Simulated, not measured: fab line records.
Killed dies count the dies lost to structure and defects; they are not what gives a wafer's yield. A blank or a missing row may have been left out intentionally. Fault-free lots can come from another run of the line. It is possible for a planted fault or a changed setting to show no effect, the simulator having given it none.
Which of the tools did it?	flow gf180mcu	Sampling: 7 lots, 21 wafers, 2 of 602 route steps

WHAT EACH GAUGE READ, for each wafer
GF_DUAL_GATE_THK_MEAS_03.
lot	measured	on	DUAL_GATE_OXIDATION_00_THK (nm)
L172	day 8 01:40	film-metro-03	10.63 10.56 10.72
L175	day 8 20:12	film-metro-02	10.89 11.02 11.10
L177	day 9 05:58	film-metro-02	11.25 11.31 11.16
L179	day 9 19:13	film-metro-02	8.99 8.99 9.09
L189	day 12 15:13	film-metro-01	11.04 10.90 10.87
L192	day 13 09:40	film-metro-02	11.00 10.91 10.90
L194	day 14 07:22	film-metro-02	10.84 10.79 11.04

TOOL THAT RAN EACH LOT (tool first, then ch and the chambers of the sampled wafers, then the start)
lot	GF_DUAL_GATE_OXIDATION_02
L172	furnace-02 ch 0, day 8 00:12
L175	furnace-02 ch 0, day 8 18:45
L177	furnace-02 ch 0, day 9 04:32
L179	furnace-01 ch 0, day 9 17:45
L189	furnace-02 ch 0, day 12 13:46
L192	furnace-02 ch 0, day 13 08:13
L194	furnace-02 ch 0, day 14 05:55
- GF_DUAL_GATE_OXIDATION_02: stabilise 600 s, purge 300 s, target thk 10.887 nm.

THE ANSWER, worked out from the rows above alone
Rule: the usual values come from the lots themselves. Put in order of their means at a reading, lots are off if they are a third of the lots or fewer, leave a main group of 4 or more, and stand apart from it by a gap of 3 or more times the standard deviation of the main group's means; of several such gaps the widest counts. The tables above print the reading to a certain number of digits; a main group whose means all agree to those digits is not used. Also off: a lot with no number at a reading for which 4 or more lots have one. The other lots that the step has rows for count as sound.
Off: L179, at GF_DUAL_GATE_THK_MEAS_03 (DUAL_GATE_OXIDATION_00_THK). The main group has a mean of 10.94 nm with a standard deviation of 0.18.
A tool fits if, at a process step before that reading, it ran every lot that is off, and no sound lot after the first of them. The gauges at GF_DUAL_GATE_THK_MEAS_03 are tried like those tools. One candidate fits, namely furnace-01 at GF_DUAL_GATE_OXIDATION_02. It ran no sound lot before its first lot that is off in this sample, so the start can't be narrowed down.

WHAT THE SIMULATOR PUT IN
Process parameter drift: furnace-01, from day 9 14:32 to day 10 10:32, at GF_DUAL_GATE_OXIDATION_02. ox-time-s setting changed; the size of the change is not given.
Struck lots among those shown: L179. The rule above found the same.
